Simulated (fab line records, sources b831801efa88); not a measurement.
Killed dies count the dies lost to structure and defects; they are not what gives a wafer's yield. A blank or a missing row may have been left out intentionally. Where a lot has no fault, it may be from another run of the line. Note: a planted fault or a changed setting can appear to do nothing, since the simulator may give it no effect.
A struck lot beside a sound one / flow sky130 / 14 out of 708 route steps
Sound: wafers L589.4, L589.5, L589.6. Wafers L588.4, L588.5, L588.6 were the ones struck. At the end, the cause is stated.
For every step that has rows: the tool of each side, followed by ch and its chambers, followed by its first start. Under that, the readings that differ: sound wafers / struck wafers / difference of the means / sigmas: that difference in standard deviations of wafers without a fault.
alike: readings whose means differ by less than 2 such deviations, and words and numbers that are the same on both sides. not compared: withheld readings, readings that some wafer has no value for, bounds like >300 that may hide the same value, and numbers for which the record gives no deviation and whose values overlap.
Wherever a step has rows on one side only, a row that says differs or no value, or a row with sigmas, the two part there. Non-overlapping numbers with no deviation appear without sigmas and do not part them. A reading missing from all wafers of one side parts the sides only when that side holds two or more wafers.

first, 1 step without rows for these wafers: SKY_GATE_OXIDE_WET_ETCH_12 (etches SiO2 in dHF, target depth 16.8 nm, time 336 s).
SKY_GATE_OXIDE_STRIP_13: strips in O2/N2.
  sound on plasma-asher-04 ch 0,1, day 21 09:29; struck on plasma-asher-04 ch 0,1, day 20 15:32
  alike: drypump-motor-current-A, oes-product-au, strip-time-to-endpoint-s
  not compared: rf-hours-counter-h
SKY_GATE_OXIDE_TW_MEAS_14:
  struck on film-metro-04, day 20 15:37; sound on film-metro-04, day 21 09:35
  alike: GATE_OXIDE_TW
then, 3 steps without rows for these wafers: SKY_GATE_OXIDE_CLEAN_15 (cleans in SC1/SC2, time 150 s); SKY_GATE_OXIDE_OXIDATION_16 (stabilise 600 s, purge 300 s, target thk 3.57 nm); SKY_POLY_GATE_CVD_00 (deposits poly-Si, target thk 180 nm, time 720 s).
SKY_POLY_GATE_THK_MEAS_01:
  struck on film-metro-02, day 20 18:28; sound on film-metro-04, day 21 12:28
reading=POLY_GATE_CVD_00_THK (nm); sound=180.1 178.7 179.2; struck=184.8 183.7 183.2; difference=+4.6; sigmas=+2
then, 5 steps without rows for these wafers: SKY_RES_PROTECT_DEHYDRATE_00 (time 60 s); SKY_RES_PROTECT_HMDS_01 (prime time 60 s); SKY_RES_PROTECT_COAT_02 (resist thk 1140 nm); SKY_RES_PROTECT_SOFTBAKE_03 (time 60 s); SKY_RES_PROTECT_EXPOSE_04 (exposes mask RPM, target cd 1270 nm).
SKY_RES_PROTECT_PEB_05:
  struck on litho-track-01, day 22 00:59; sound on litho-track-04 ch 0, day 22 18:44
reading=exhaust-pa (Pa); sound=42.7 44.0 43.4; struck=- - -; difference=no value on the struck wafers; sigmas=
  not compared: chill-plate-temp-C
then, 1 step without rows for these wafers: SKY_RES_PROTECT_DEVELOP_06 (develop time 60 s).

## WHERE THEY PART
Last at SKY_RES_PROTECT_PEB_05 as far as this record goes, first at SKY_POLY_GATE_THK_MEAS_01.

WHY: the cause the simulator had injected
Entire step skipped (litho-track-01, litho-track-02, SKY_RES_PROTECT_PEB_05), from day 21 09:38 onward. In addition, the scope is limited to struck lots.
